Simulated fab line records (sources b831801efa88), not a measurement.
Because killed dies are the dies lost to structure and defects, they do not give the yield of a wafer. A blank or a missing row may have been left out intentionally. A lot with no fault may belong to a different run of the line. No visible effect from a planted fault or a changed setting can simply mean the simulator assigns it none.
A struck lot beside a sound one	flow sky130	16 steps out of a route of 708
Sound: the wafers L402.2, L402.3, L402.5. Struck: wafer L396.4 (left out: L396.2, L396.6 of the same lot, which were not struck); the cause appears at the end.
Order at every step that has rows: each side's tool, ch and its chambers, its first start. Under that, the readings that differ: sound wafers	struck wafers	difference of the means	sigmas: that difference in standard deviations of wafers without a fault.
alike: words and numbers the same on both sides, and readings whose means are apart by under 2 such deviations; not compared: readings that were withheld, readings missing a value for some wafer, numbers with overlapping values and no deviation given by the record, and bounds like >300 which may hide the same value.
Wherever a step has rows on one side only, a row that says differs or no value, or a row with sigmas, the two part there. Numbers that have no deviation but don't overlap get no sigmas and don't part them. A reading that every wafer of one side lacks parts them only if that side has two wafers or more.

first, 3 steps without rows for these wafers: SKY_METAL2_EXPOSE_12 (exposes mask MM2, target cd 140 nm); SKY_METAL2_PEB_13; SKY_METAL2_DEVELOP_14 (develop time 60 s).
SKY_METAL2_CD_MEAS_15 targets a cd of 140 nm.
  sound: cd sem-01 at day 40 23:41; struck: cd sem-01 at day 38 23:38
reading	sound	struck	difference	sigmas
cd nm (nm)	140.1 138.3 139.7	142.7	+3.3	+2
SKY_METAL2_OVL_MEAS_16:
  sound: overlay-01 at day 40 23:47; struck: overlay-01 at day 38 23:45
  alike: METAL2_OVL
SKY_METAL2_DESCUM_17: chemistry O2, time 8 s.
  sound on rie metal-02 ch 0,1, day 40 23:49; struck on rie metal-02 ch 1, day 38 23:47
  alike: drypump motor current A, oes product au
  not compared: rf hours counter h
SKY_METAL2_ETCH_18: etches BARC in N2/H2, stops on SiO2, time 45.9 s, target depth 60 nm.
  sound on rie metal-02 ch 0,1, day 40 23:51; struck on rie metal-02 ch 1, day 38 23:49
  alike: drypump motor current A, h2 flow sccm, oes product au, throttle valve pct
  not compared: rf hours counter h
SKY_METAL2_METAL_ETCH_19: etches the open film in Cl2/BCl3, stops on SiO2, target depth 360 nm, time 78 s.
  sound on rie metal-02 ch 0,1, day 40 23:55; struck on rie metal-02 ch 1, day 38 23:52
  alike: drypump motor current A, oes product au, throttle valve pct
  not compared: rf hours counter h
SKY_METAL2_STRIP_20: strips in O2/N2.
  sound on plasma asher-04 ch 0,1, day 41 00:00; struck on plasma asher-03 ch 1, day 38 23:58
reading	sound	struck	difference	sigmas
o2 flow sccm (sccm)	3015 3014 3004	2990	-21	-2
  alike: drypump motor current A, oes product au, strip time to endpoint s
  not compared: rf hours counter h
then, 3 steps without rows for these wafers: SKY_METAL2_STRIP_21 (strips in post etch residue remover, time 1200 s); SKY_METAL2_CLEAN_22 (cleans in IPA, time 180 s); SKY_METAL2_CLEAN_23 (cleans in O3/DIW).
SKY_VIA2_HDPCVD_00: deposits SiO2, target thk 1180 nm, time 196.7 s.
  sound on hdpcvd-01 ch 1,2, day 41 00:35; struck on hdpcvd-02 ch 1, day 39 00:34
reading	sound	struck	difference	sigmas
run length s (s)	224.8 223.3 223.5	206.8	-17.1	-23
model.SiO2_of_VIA2_HDPCVD_00.thk nm (nm)	1171 1200 1190	1061	-126	
  alike: sih4 flow sccm
SKY_VIA2_THK_MEAS_01:
  sound: film metro-04 at day 41 00:47; struck: film metro-04 at day 39 00:41
reading	sound	struck	difference	sigmas
VIA2_HDPCVD_THK (nm)	1171 1200 1189	1061	-126	-10
SKY_VIA2_CMP_02: polishes SiO2.
  sound on cmp-01 ch 0,2,3, day 41 00:53; struck on cmp-01 ch 1, day 39 00:44
  alike: motor current A
-- the record jumps here: 10 days lie between the struck wafers' starts before and after (it left off in module VIA2 and takes up again in module PAD_OPEN, whose first step shown is number 708 of the route) --
SKY_PAD_OPEN_PROBE_99:
  only the struck wafers here have rows in the record (prober-01, day 48 17:59); the sound ones have none

== WHERE THEY PART ==
First at SKY_METAL2_CD_MEAS_15; last, within this record, at SKY_PAD_OPEN_PROBE_99.

WHY: the cause the simulator had injected
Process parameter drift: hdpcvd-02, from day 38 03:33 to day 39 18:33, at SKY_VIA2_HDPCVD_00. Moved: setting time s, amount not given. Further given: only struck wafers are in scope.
